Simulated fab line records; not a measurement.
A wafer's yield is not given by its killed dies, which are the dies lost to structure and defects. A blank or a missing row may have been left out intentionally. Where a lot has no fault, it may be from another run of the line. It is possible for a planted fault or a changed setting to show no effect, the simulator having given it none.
fab line records    flow sky130
record lots=14  wafers=42  last-day=50
route steps=708 shown VT_ADJUST_HVTP@91
lots untouched by any fault: they come from a run of this same line in which no faults occurred
start-h: start of the lot's first displayed wafer, in hours after the record's first day    wait-h: hours from the lot's prior step to this one    " identical to the entry in the row above    L1.1+2: a row that stands for several wafers    - no value present, or no start provided    * or withheld: withheld    < > ~ a bound
route shown NAME@n: a module of which the file shows steps, and the number in the route of the first    usual: mean/standard deviation of fault-free wafers    same: alike in all rows    chamber/n: place in a boat    sites: each site's reading    _std_site: the standard deviation of these    _edge_site: inner sites' mean taken away from outer sites' mean    radius-mm: how far each site lies from the wafer's centre    mask NAME#n: copy n    behind: the last tool/chamber to shape the wafer    hold: cause of the lot's hold/its duration in hours/its outcome    device: the n, p or np transistor that did not switch    end of line: tests run on the same wafers once the route is complete    a step without rows: its recipe alone    killed: the dies lost at the first sort to structure and to defects; this is not the yield of the wafer    map: a wafer's dies, marking killed ones x, the rest . and places with no die _
set.NAME: the setting that was run; set.NAME@STEP: the one run at that earlier step    model.NAME: the simulator's own value behind a step, which no gauge read
route steps across a sampled set of lots; one table per step, one row per wafer
## steps
# step SKY_VT_ADJUST_HVTP_DEVELOP_06
# recipe resist=NOVOLAK  developer=TMAH  develop-time-s=60  dev-temp-c=23
# usual developer-temp-C=22.99/0.11  exhaust-pa=44.9/0.91
lot.wafer  tool            chamber  start-h  wait-h  developer-temp-C  exhaust-pa
L705.1     litho-track-03  0        121.08   0.1     22.97             45.8
L705.3     "               0        "        "       22.88             46.6
L705.6     "               0        "        "       22.95             45.5
L706.3     litho-track-03  0        133.03   0.1     23.07             44.1
L706.5     "               0        "        "       22.90             44.8
L706.6     "               0        "        "       23.12             45.0
L707.1     litho-track-02  0        136.71   0.1     23.12             45.3
L707.2     "               0        "        "       22.98             46.3
L707.5     "               0        "        "       23.04             44.6
L708.1     litho-track-03  0        141.33   0.1     23.11             45.0
L708.2     "               0        "        "       22.96             45.2
L708.3     "               0        "        "       23.04             46.9
L709.1     litho-track-03  0        148.73   0.1     23.09             44.7
L709.3     "               0        "        "       23.07             44.1
L709.6     "               0        "        "       23.17             44.5
L710.3     litho-track-02  0        155.26   0.1     22.95             45.9
L710.4     "               0        "        "       22.98             46.1
L710.5     "               0        "        "       23.00             45.6
L711.1     litho-track-03  0        162.93   0.1     22.96             45.3
L711.2     "               0        "        "       22.88             43.4
L711.3     "               0        "        "       22.86             42.7
L714.1     litho-track-02  0        177.31   0.1     22.93             46.0
L714.3     "               0        "        "       22.84             45.5
L714.4     "               0        "        "       22.99             45.6
L715.1     litho-track-03  0        184.73   0.1     23.17             44.8
L715.2     "               0        "        "       23.04             43.7
L715.6     "               0        "        "       22.99             44.6
L717.1     litho-track-02  0        199.11   0.1     23.05             44.0
L717.5     "               0        "        "       22.96             45.2
L717.6     "               0        "        "       22.95             44.1
L724.1     litho-track-02  0        242.76   0.1     25.23             46.0
L724.3     "               0        "        "       25.39             45.1
L724.4     "               0        "        "       25.18             43.9
L726.2     litho-track-01  0        251.80   0.1     23.12             44.7
L726.4     "               0        "        "       23.25             44.4
L726.6     "               0        "        "       23.11             46.1
L727.4     litho-track-02  0        262.03   0.1     25.36             43.1
L727.5     "               0        "        "       25.14             44.9
L727.6     "               0        "        "       25.27             44.0
L728.1     litho-track-03  0        269.53   0.1     23.11             43.1
L728.4     "               0        "        "       23.03             44.0
L728.5     "               0        "        "       22.93             43.6
# step SKY_VT_ADJUST_HVTP_CD_MEAS_07
# recipe target-cd-nm=380
# usual cd-nm=380.4/2.9
lot.wafer  tool       chamber  start-h  wait-h  cd-nm
L705.1     cd-sem-02  -        121.23   0.1     380.2
L705.3     "          -        "        "       381.3
L705.6     "          -        "        "       380.2
L706.3     cd-sem-01  -        133.17   0.1     382.4
L706.5     "          -        "        "       383.2
L706.6     "          -        "        "       384.9
L707.1     cd-sem-01  -        136.86   0.1     378.0
L707.2     "          -        "        "       378.3
L707.5     "          -        "        "       378.4
L708.1     cd-sem-01  -        141.48   0.1     385.0
L708.2     "          -        "        "       384.3
L708.3     "          -        "        "       382.8
L709.1     cd-sem-01  -        148.88   0.1     380.6
L709.3     "          -        "        "       379.1
L709.6     "          -        "        "       378.8
L710.3     cd-sem-02  -        155.40   0.1     377.3
L710.4     "          -        "        "       376.6
L710.5     "          -        "        "       381.0
L711.1     cd-sem-01  -        163.08   0.1     380.7
L711.2     "          -        "        "       380.7
L711.3     "          -        "        "       380.4
L714.1     cd-sem-02  -        177.46   0.1     376.5
L714.3     "          -        "        "       373.4
L714.4     "          -        "        "       375.4
L715.1     cd-sem-02  -        184.88   0.1     376.8
L715.2     "          -        "        "       377.9
L715.6     "          -        "        "       377.2
L717.1     cd-sem-02  -        199.26   0.1     383.0
L717.5     "          -        "        "       381.8
L717.6     "          -        "        "       381.6
L724.1     cd-sem-01  -        242.91   0.1     376.5
L724.3     "          -        "        "       372.9
L724.4     "          -        "        "       378.0
L726.2     cd-sem-02  -        251.94   0.1     385.9
L726.4     "          -        "        "       383.7
L726.6     "          -        "        "       380.7
L727.4     cd-sem-01  -        262.17   0.1     371.9
L727.5     "          -        "        "       370.0
L727.6     "          -        "        "       368.5
L728.1     cd-sem-01  -        269.68   0.1     377.7
L728.4     "          -        "        "       377.5
L728.5     "          -        "        "       376.9
## key
first-sign step=SKY_VT_ADJUST_HVTP_DEVELOP_06  reading=developer-temp-C  direction=up  sigmas=20  usual=*  struck=*
effect step=SKY_VT_ADJUST_HVTP_CD_MEAS_07  reading=cd-nm  direction=down  sigmas=2.6  usual=380.4  struck=373.0
met-at SKY_VT_ADJUST_HVTP_DEVELOP_06
struck-lots L724,L727
rows-end L724.1,L724.3,L724.4
tester-left-out L727
onset-between 199.11 242.76
fault kind=process-parameter-drift  tool=litho-track-02  chamber=-  onset-h=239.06  steps=SKY_VT_ADJUST_HVTP_DEVELOP_06  channel=dev-temp-c  offset=*  shape=step  end-h=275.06  acts-in=*  stated=*
# tester-left-out: of these lots the tester's yield and bins aren't shown, on N5 and GAA mostly nor the transistor test; their killed dies are dies lost to structure and defects alone, not to doping, threshold or leakage, so they don't give the yield
# rows-end: these wafers met a further fault down the route, and their rows from its step on are left out
